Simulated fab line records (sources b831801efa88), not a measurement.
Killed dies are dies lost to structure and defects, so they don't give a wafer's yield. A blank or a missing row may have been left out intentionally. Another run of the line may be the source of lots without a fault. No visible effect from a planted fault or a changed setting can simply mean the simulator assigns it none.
Which tool is to blame? | flow gf180mcu | 42 wafers from 14 lots sampled at 5 of the route's 602 steps

== WHAT EACH GAUGE READ, for each wafer ==
GF_POLY_GATE_CD_MEAS_18.
lot  | measured     | on        | cd-nm (nm)
L352 | day 9 04:26  | cd-sem-02 | 278.3 279.5 277.7
L353 | day 9 10:51  | cd-sem-01 | 278.5 278.3 279.0
L354 | day 9 17:43  | cd-sem-01 | 280.4 280.5 280.9
L356 | day 10 10:05 | cd-sem-01 | 279.7 278.1 280.3
L358 | day 11 02:22 | cd-sem-01 | 277.2 279.6 280.9
L362 | day 12 10:31 | cd-sem-01 | 278.5 278.0 281.5
L363 | day 12 15:21 | cd-sem-02 | 279.7 277.5 279.6
L364 | day 13 00:07 | cd-sem-01 | 277.0 280.6 280.6
L365 | day 13 09:49 | cd-sem-02 | 278.8 280.0 279.6
L369 | day 14 10:53 | cd-sem-02 | 277.3 279.6 278.1
L370 | day 14 18:28 | cd-sem-01 | 277.1 280.0 278.2
L372 | day 15 04:56 | cd-sem-01 | 280.1 282.8 278.5
L374 | day 15 21:34 | cd-sem-02 | 278.0 278.0 279.1
L375 | day 16 04:34 | cd-sem-01 | 278.1 278.2 276.6

GF_HV_LDD_TW_MEAS_11.
lot  | measured     | on            | HV_LDD_TW
L352 | day 9 22:10  | film-metro-04 | 2434 2437 2426
L353 | day 10 04:28 | film-metro-01 | 2382 2397 2398
L354 | day 10 11:34 | film-metro-01 | 2385 2389 2382
L356 | day 11 04:34 | film-metro-03 | 2421 2421 2422
L358 | day 11 20:43 | film-metro-03 | 2422 2423 2435
L362 | day 13 06:49 | film-metro-01 | 2408 2389 2403
L363 | day 13 11:13 | film-metro-03 | 2405 2408 2412
L364 | day 13 20:30 | film-metro-01 | 2401 2382 2390
L365 | day 14 06:06 | film-metro-03 | 2408 2404 2419
L369 | day 15 08:25 | film-metro-04 | 2437 2424 2434
L370 | day 15 16:17 | film-metro-04 | 2442 2435 2433
L372 | day 16 02:56 | film-metro-04 | 2436 2443 2429
L374 | day 16 20:28 | film-metro-01 | 2395 2408 2396
L375 | day 17 03:28 | film-metro-04 | 2416 2408 2413

GF_HV_LDD_TW_MEAS_50.
lot  | measured     | on            | HV_LDD_4_TW
L352 | day 12 07:01 | film-metro-01 | 566 563 566
L353 | day 12 13:16 | film-metro-01 | 563 566 564
L354 | day 12 19:55 | film-metro-03 | 571 574 573
L356 | day 13 15:14 | film-metro-04 | 573 573 572
L358 | day 14 09:12 | film-metro-04 | 571 570 573
L362 | day 15 22:58 | film-metro-03 | 570 574 573
L363 | day 16 04:10 | film-metro-03 | 575 575 571
L364 | day 16 14:04 | film-metro-04 | 576 573 571
L365 | day 16 23:40 | film-metro-03 | 574 573 574
L369 | day 18 05:40 | film-metro-01 | 562 564 559
L370 | day 18 13:42 | film-metro-01 | 561 561 563
L372 | day 19 00:08 | film-metro-03 | 534 533 533
L374 | day 19 19:10 | film-metro-01 | 531 530 529
L375 | day 20 02:13 | film-metro-01 | 565 569 566

GF_HV_LDD_RS_MEAS_53: a four-point-probe measurement.
lot  | measured     | on            | HV_LDD_RS (ohm/sq)
L352 | day 12 07:11 | film-metro-04 | 416.6 416.6 417.2
L353 | day 12 13:28 | film-metro-03 | 416.8 417.9 418.1
L354 | day 12 20:05 | film-metro-01 | 417.7 418.0 418.0
L356 | day 13 15:25 | film-metro-01 | 416.9 417.1 418.3
L358 | day 14 09:23 | film-metro-01 | 417.7 417.1 417.1
L362 | day 15 23:08 | film-metro-01 | 417.7 419.3 417.2
L363 | day 16 04:20 | film-metro-01 | 418.8 417.9 418.0
L364 | day 16 14:18 | film-metro-03 | 421.1 419.9 421.1
L365 | day 16 23:50 | film-metro-01 | 418.0 417.8 417.5
L369 | day 18 05:50 | film-metro-04 | 418.7 418.9 418.6
L370 | day 18 13:58 | film-metro-03 | 417.1 417.6 416.8
L372 | day 19 00:19 | film-metro-03 | 418.3 418.1 417.9
L374 | day 19 19:22 | film-metro-04 | 417.9 418.0 417.5
L375 | day 20 02:26 | film-metro-04 | 417.6 418.2 418.5

== TOOL THAT RAN EACH LOT (tool first, then ch and the chambers of the sampled wafers, then the start) ==
lot  | GF_HV_LDD_IMPLANT_48
L352 | implanter-01 ch 0, day 12 06:46
L353 | implanter-04 ch 0, day 12 13:02
L354 | implanter-01 ch 0, day 12 19:40
L356 | implanter-03 ch 0, day 13 15:01
L358 | implanter-03 ch 0, day 14 08:57
L362 | implanter-03 ch 0, day 15 22:43
L363 | implanter-04 ch 0, day 16 03:55
L364 | implanter-04 ch 0, day 16 13:49
L365 | implanter-01 ch 0, day 16 23:25
L369 | implanter-01 ch 0, day 18 05:25
L370 | implanter-03 ch 0, day 18 13:29
L372 | implanter-01 ch 0, day 18 23:55
L374 | implanter-01 ch 0, day 19 18:56
L375 | implanter-03 ch 0, day 20 01:58
- GF_HV_LDD_IMPLANT_48

== AS READ BY THE TOOLS THEMSELVES (means over the sampled wafers that have a number; for cases with no such wafer, the mark the record gives instead) ==
GF_HV_LDD_IMPLANT_48.
lot  | tool         | beam-on-s (s) | dose-ions-cm2 | faraday-current-uA
L352 | implanter-01 | 10.17         | 2.997e+13     | 166
L353 | implanter-04 | 10.07         | 3.002e+13     | 168
L354 | implanter-01 | 9.96          | 3.002e+13     | 170
L356 | implanter-03 | 9.88          | 3.001e+13     | 171
L358 | implanter-03 | 9.81          | 2.999e+13     | 172
L362 | implanter-03 | 10.00         | 2.999e+13     | 169
L363 | implanter-04 | 10.11         | 3.000e+13     | 167
L364 | implanter-04 | 10.07         | 2.995e+13     | 168
L365 | implanter-01 | 9.95          | 2.999e+13     | 170
L369 | implanter-01 | 10.01         | 2.997e+13     | 169
L370 | implanter-03 | 9.94          | 2.999e+13     | 170
L372 | implanter-01 | 7.95          | 3.002e+13     | 213
L374 | implanter-01 | 7.90          | 2.998e+13     | 214
L375 | implanter-03 | 10.05         | 3.000e+13     | 168

== THE ANSWER, worked out from the rows above alone ==
Rule: the usual values come from the lots themselves. The widest of any qualifying gaps counts: lots, ordered by their means at a reading, are off when they make up no more than a third of the lots, leave a main group of 4 or more, and stand apart from it by 3 or more times the standard deviation of that group's means. If all means in a main group match to the digits the tables above print for the reading, that group is not used. A lot without any number at a reading at which 4 lots or more have one is off too. All remaining lots with rows at the step are treated as sound. After the gauges, taken in route order, come the tools' own readings; for these a lot's mean is taken, as printed above. The first step at which some lot is off is used, and at that step the reading that is off furthest; a lot without a number counts as furthest.
Off: L372, L374, seen at GF_HV_LDD_TW_MEAS_50 (HV_LDD_4_TW). The main group has a mean of 569 with a standard deviation of 4.6.
A tool fits if, at a process step before that reading, it ran every lot that is off, and no sound lot after the first of them. Not tried: the gauges at GF_HV_LDD_TW_MEAS_50; whatever is off there is also off at GF_HV_LDD_IMPLANT_48, on other tools, and gauge error can't account for it. One fits: implanter-01 at GF_HV_LDD_IMPLANT_48. A fault onset in the window from L369 (day 18 05:25, its last sound lot) to L372 (day 18 23:55, its first lot off) fits.
The tool's own readings at GF_HV_LDD_IMPLANT_48 bear it out: on the lots that are off they differ by more than 5 times the standard deviation of the sound lots' means. beam-on-s reads 7.93 s there against 10.00 s on the sound lots; faraday-current-uA reads 214 there against 169 on the sound lots.

== WHAT WAS PUT IN BY THE SIMULATOR ==
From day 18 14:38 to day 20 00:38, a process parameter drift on implanter-01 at GF_HV_LDD_IMPLANT_48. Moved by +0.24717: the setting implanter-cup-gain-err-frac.
Shown lots that were struck: L372, L374. The rule above reached the same finding.
